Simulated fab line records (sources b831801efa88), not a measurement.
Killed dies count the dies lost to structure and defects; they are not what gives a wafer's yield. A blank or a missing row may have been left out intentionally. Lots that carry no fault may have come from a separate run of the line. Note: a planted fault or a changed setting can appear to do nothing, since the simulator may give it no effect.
The tool behind it: which one? || flow sky130 || 13 lots, 39 wafers sampled, at 2 steps of a route of 708

== WHAT EACH GAUGE READ, for each wafer ==
SKY_VT_ADJUST_NCORE_OVL_MEAS_08.
{"lot": "L108", "measured": "day 9 02:35", "on": "overlay-02", "VT_ADJUST_NCORE_OVL (nm)": "0.5 1.4 2.9"}
{"lot": "L109", "measured": "day 9 15:38", "on": "overlay-02", "VT_ADJUST_NCORE_OVL (nm)": "1.8 1.7 1.6"}
{"lot": "L110", "measured": "day 9 19:52", "on": "overlay-02", "VT_ADJUST_NCORE_OVL (nm)": "-0.8 -0.4 -1.7"}
{"lot": "L111", "measured": "day 10 05:23", "on": "overlay-01", "VT_ADJUST_NCORE_OVL (nm)": "0.6 0.8 -0.2"}
{"lot": "L112", "measured": "day 10 09:41", "on": "overlay-02", "VT_ADJUST_NCORE_OVL (nm)": "2.2 1.4 0.7"}
{"lot": "L113", "measured": "day 10 12:59", "on": "overlay-01", "VT_ADJUST_NCORE_OVL (nm)": "-1.7 -1.3 0.0"}
{"lot": "L114", "measured": "day 10 20:34", "on": "overlay-01", "VT_ADJUST_NCORE_OVL (nm)": "2.0 1.9 1.4"}
{"lot": "L116", "measured": "day 11 10:14", "on": "overlay-02", "VT_ADJUST_NCORE_OVL (nm)": "0.0 1.2 -0.1"}
{"lot": "L118", "measured": "day 11 23:19", "on": "overlay-01", "VT_ADJUST_NCORE_OVL (nm)": "2.0 2.3 1.0"}
{"lot": "L119", "measured": "day 12 06:53", "on": "overlay-02", "VT_ADJUST_NCORE_OVL (nm)": "2.4 3.0 1.9"}
{"lot": "L128", "measured": "day 14 18:12", "on": "overlay-02", "VT_ADJUST_NCORE_OVL (nm)": "2.0 2.1 3.1"}
{"lot": "L129", "measured": "day 15 10:50", "on": "overlay-02", "VT_ADJUST_NCORE_OVL (nm)": "3.2 2.6 3.1"}
{"lot": "L131", "measured": "day 15 23:19", "on": "overlay-02", "VT_ADJUST_NCORE_OVL (nm)": "0.8 1.7 0.5"}

SKY_SONOS_TUNNEL_OVL_MEAS_08.
{"lot": "L108", "measured": "day 12 01:08", "on": "overlay-01", "SONOS_TUNNEL_OVL (nm)": "0.6 0.1 0.7"}
{"lot": "L109", "measured": "day 12 14:56", "on": "overlay-01", "SONOS_TUNNEL_OVL (nm)": "0.2 0.6 1.9"}
{"lot": "L110", "measured": "day 12 20:20", "on": "overlay-02", "SONOS_TUNNEL_OVL (nm)": "2.1 -0.4 1.4"}
{"lot": "L111", "measured": "day 13 06:29", "on": "overlay-02", "SONOS_TUNNEL_OVL (nm)": "0.5 -0.6 0.3"}
{"lot": "L112", "measured": "day 13 11:00", "on": "overlay-02", "SONOS_TUNNEL_OVL (nm)": "0.0 0.2 0.1"}
{"lot": "L113", "measured": "day 13 14:23", "on": "overlay-02", "SONOS_TUNNEL_OVL (nm)": "0.0 -0.8 -0.7"}
{"lot": "L114", "measured": "day 13 22:14", "on": "overlay-02", "SONOS_TUNNEL_OVL (nm)": "1.6 2.1 2.8"}
{"lot": "L116", "measured": "day 14 14:20", "on": "overlay-02", "SONOS_TUNNEL_OVL (nm)": "0.9 0.0 1.1"}
{"lot": "L118", "measured": "day 15 06:11", "on": "overlay-01", "SONOS_TUNNEL_OVL (nm)": "0.3 -0.3 0.3"}
{"lot": "L119", "measured": "day 15 19:26", "on": "overlay-01", "SONOS_TUNNEL_OVL (nm)": "-1.1 -2.1 -2.1"}
{"lot": "L128", "measured": "day 18 08:48", "on": "overlay-02", "SONOS_TUNNEL_OVL (nm)": "-0.4 1.1 -0.5"}
{"lot": "L129", "measured": "day 19 03:38", "on": "overlay-02", "SONOS_TUNNEL_OVL (nm)": "2.6 3.1 2.8"}
{"lot": "L131", "measured": "day 19 17:53", "on": "overlay-02", "SONOS_TUNNEL_OVL (nm)": "-0.7 -0.4 -2.4"}

== WHICH TOOL RAN EACH LOT (tool, then ch and the chambers of the sampled wafers, then the start) ==
No process step before these readings appears in the record.

== AS READ BY THE TOOLS THEMSELVES (means over the sampled wafers that have a number; for cases with no such wafer, the mark the record gives instead) ==
The record holds no such reading with a usual standard deviation.

== THE ANSWER, worked out from the rows above alone ==
Rule: what is usual is taken from the lots themselves. Put in order of their means at a reading, lots are off if they are a third of the lots or fewer, leave a main group of 4 or more, and stand apart from it by a gap of 3 or more times the standard deviation of the main group's means; of several such gaps the widest counts. If all means in a main group match to the digits the tables above print for the reading, that group is not used. A lot without any number at a reading at which 4 lots or more have one is off too. The other lots that the step has rows for count as sound. Order of review: gauges by route order, followed by the tools' own readings, for which a lot's mean as printed above is used. At the first step where some lot is off, the reading lying furthest off is the one used; lots without a number count as furthest.
None of the lots is off at any reading shown; this tells nothing.

== WHAT HAD BEEN PUT IN BY THE SIMULATOR ==
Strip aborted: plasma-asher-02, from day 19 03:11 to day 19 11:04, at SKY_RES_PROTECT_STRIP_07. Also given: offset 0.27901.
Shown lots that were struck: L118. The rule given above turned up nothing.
